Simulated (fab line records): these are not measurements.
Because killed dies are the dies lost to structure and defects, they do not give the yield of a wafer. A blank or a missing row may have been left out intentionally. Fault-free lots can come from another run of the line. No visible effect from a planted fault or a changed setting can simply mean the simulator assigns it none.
Check of tool commonality -- flow sky130 -- Sampled: 12 lots, 36 wafers

== WHY IT WAS OPENED ==
Of 12 lots, 2 have the reading GATE_OXIDE_TW flagged at SKY_GATE_OXIDE_TW_MEAS_14. No-fault wafers: 221.4, standard deviation 1.3.
Rule: a lot gets a flag if all its wafers with a number sit over 4 standard deviations from that mean, or if no wafer of it has a number. All remaining lots are regarded as sound.

lot,measured,on,"GATE_OXIDE_TW, wafer by wafer",flag
L741,day 14 18:04,film-metro-02,222.0 220.7 221.4,
L745,day 15 14:23,film-metro-04,222.9 222.5 223.5,
L746,day 16 01:05,film-metro-04,214.0 214.2 213.8,FLAGGED
L747,day 16 10:34,film-metro-01,215.3 216.0 214.6,FLAGGED
L748,day 16 17:24,film-metro-01,223.5 223.2 222.8,
L753,day 18 12:22,film-metro-04,220.8 221.1 220.4,
L755,day 19 02:46,film-metro-04,220.2 220.9 221.7,
L756,day 19 18:37,film-metro-04,221.0 221.5 221.4,
L757,day 19 23:55,film-metro-01,220.9 221.3 221.7,
L758,day 20 02:40,film-metro-04,223.1 222.7 221.7,
L761,day 21 04:02,film-metro-04,220.3 220.0 220.2,
L762,day 22 00:00,film-metro-02,219.9 219.4 220.3,
The mean of the flagged lots' numbers is 214.7, -6.8 from the usual (-5 standard deviations).

== EACH LOT AND THE TOOL IT RAN ON ==
Before the reading, the record contains 3 process steps out of a 708-step route. Every cell lists first the tool, next ch and the chambers used by the sampled wafers, and last the start.
lot,flag,SKY_NWELL_STRIP_14,SKY_VT_ADJUST_LVTN_STRIP_09,SKY_GATE_OXIDE_IMPLANT_11
L741,,"plasma-asher-03 ch 0,1, day 5 00:55","plasma-asher-01 ch 0,1, day 7 15:07","implanter-01 ch 0, day 14 17:43"
L745,,"plasma-asher-04 ch 0, day 5 16:37","plasma-asher-04 ch 0,1, day 8 00:58","implanter-04 ch 0, day 15 14:01"
L746,FLAGGED,"plasma-asher-04 ch 0,1, day 6 05:04","plasma-asher-04 ch 0,1, day 8 16:17","implanter-01 ch 0, day 16 00:43"
L747,FLAGGED,"plasma-asher-03 ch 0, day 6 09:52","plasma-asher-04 ch 0,1, day 9 00:11","implanter-01 ch 0, day 16 10:13"
L748,,"plasma-asher-02 ch 0,1, day 6 11:01","plasma-asher-04 ch 0,1, day 9 00:49","implanter-02 ch 0, day 16 17:04"
L753,,"plasma-asher-02 ch 0,1, day 7 16:16","plasma-asher-04 ch 0,1, day 10 09:43","implanter-04 ch 0, day 18 12:01"
L755,,"plasma-asher-04 ch 0,1, day 8 03:22","plasma-asher-01 ch 0,1, day 10 21:04","implanter-01 ch 0, day 19 02:25"
L756,,"plasma-asher-03 ch 0,1, day 8 17:23","plasma-asher-01 ch 0,1, day 11 12:26","implanter-04 ch 0, day 19 18:16"
L757,,"plasma-asher-03 ch 0,1, day 8 18:28","plasma-asher-04 ch 0,1, day 11 14:46","implanter-04 ch 0, day 19 23:34"
L758,,"plasma-asher-04 ch 1, day 8 22:40","plasma-asher-02 ch 1, day 11 18:07","implanter-04 ch 0, day 20 02:19"
L761,,"plasma-asher-03 ch 0, day 9 15:43","plasma-asher-02 ch 0, day 12 14:37","implanter-02 ch 0, day 21 03:41"
L762,,"plasma-asher-02 ch 0,1, day 10 08:28","plasma-asher-04 ch 0,1, day 13 08:47","implanter-04 ch 0, day 21 23:40"
What these steps do:
- SKY_NWELL_STRIP_14: strips in O2/N2.
- SKY_VT_ADJUST_LVTN_STRIP_09: strips in O2/N2.
- SKY_GATE_OXIDE_IMPLANT_11
- SKY_GATE_OXIDE_TW_MEAS_14

== FLAGGED AGAINST TOTAL, ONE TOOL AT A TIME (gauges that did the reading follow at the end) ==
step,tool,lots run,flagged,share of the flagged lots,sound lots run after its first flagged lot
SKY_NWELL_STRIP_14,plasma-asher-02,3,0,none,-
SKY_NWELL_STRIP_14,plasma-asher-03,5,1,some,"3 (L756,L757,L761)"
SKY_NWELL_STRIP_14,plasma-asher-04,4,1,some,"2 (L755,L758)"
SKY_VT_ADJUST_LVTN_STRIP_09,plasma-asher-01,3,0,none,-
SKY_VT_ADJUST_LVTN_STRIP_09,plasma-asher-02,2,0,none,-
SKY_VT_ADJUST_LVTN_STRIP_09,plasma-asher-04,7,2,all,"4 (L748,L753,L757,L762)"
SKY_GATE_OXIDE_IMPLANT_11,implanter-01,4,2,all,1 (L755)
SKY_GATE_OXIDE_IMPLANT_11,implanter-02,2,0,none,-
SKY_GATE_OXIDE_IMPLANT_11,implanter-04,6,0,none,-
SKY_GATE_OXIDE_TW_MEAS_14,film-metro-01,3,1,some,"2 (L748,L757)"
SKY_GATE_OXIDE_TW_MEAS_14,film-metro-02,2,0,none,-
SKY_GATE_OXIDE_TW_MEAS_14,film-metro-04,7,1,some,"5 (L753,L755,L756,L758,L761)"

== WHAT IS ALLOWED BY THE TABLE ==
Every flagged lot went through 2 rows of the table: plasma-asher-04 at SKY_VT_ADJUST_LVTN_STRIP_09 and implanter-01 at SKY_GATE_OXIDE_IMPLANT_11.
- plasma-asher-04 at SKY_VT_ADJUST_LVTN_STRIP_09: 2 of its 7 lots flagged. Sound lots followed the first flagged one (L748, L753, L757, L762) on it, something a lasting fault affecting the whole tool could not allow.
- implanter-01 at SKY_GATE_OXIDE_IMPLANT_11: 2 of its 4 lots flagged. Sound lots followed the first flagged one (L755) on it, something a lasting fault affecting the whole tool could not allow. Its own readings lie more than 4 standard deviations out on every wafer of the flagged lots: beam-energy-keV.
Not one row of the table ran every flagged lot while running no sound lot after the first.

== WHAT HAD BEEN PUT IN BY THE SIMULATOR ==
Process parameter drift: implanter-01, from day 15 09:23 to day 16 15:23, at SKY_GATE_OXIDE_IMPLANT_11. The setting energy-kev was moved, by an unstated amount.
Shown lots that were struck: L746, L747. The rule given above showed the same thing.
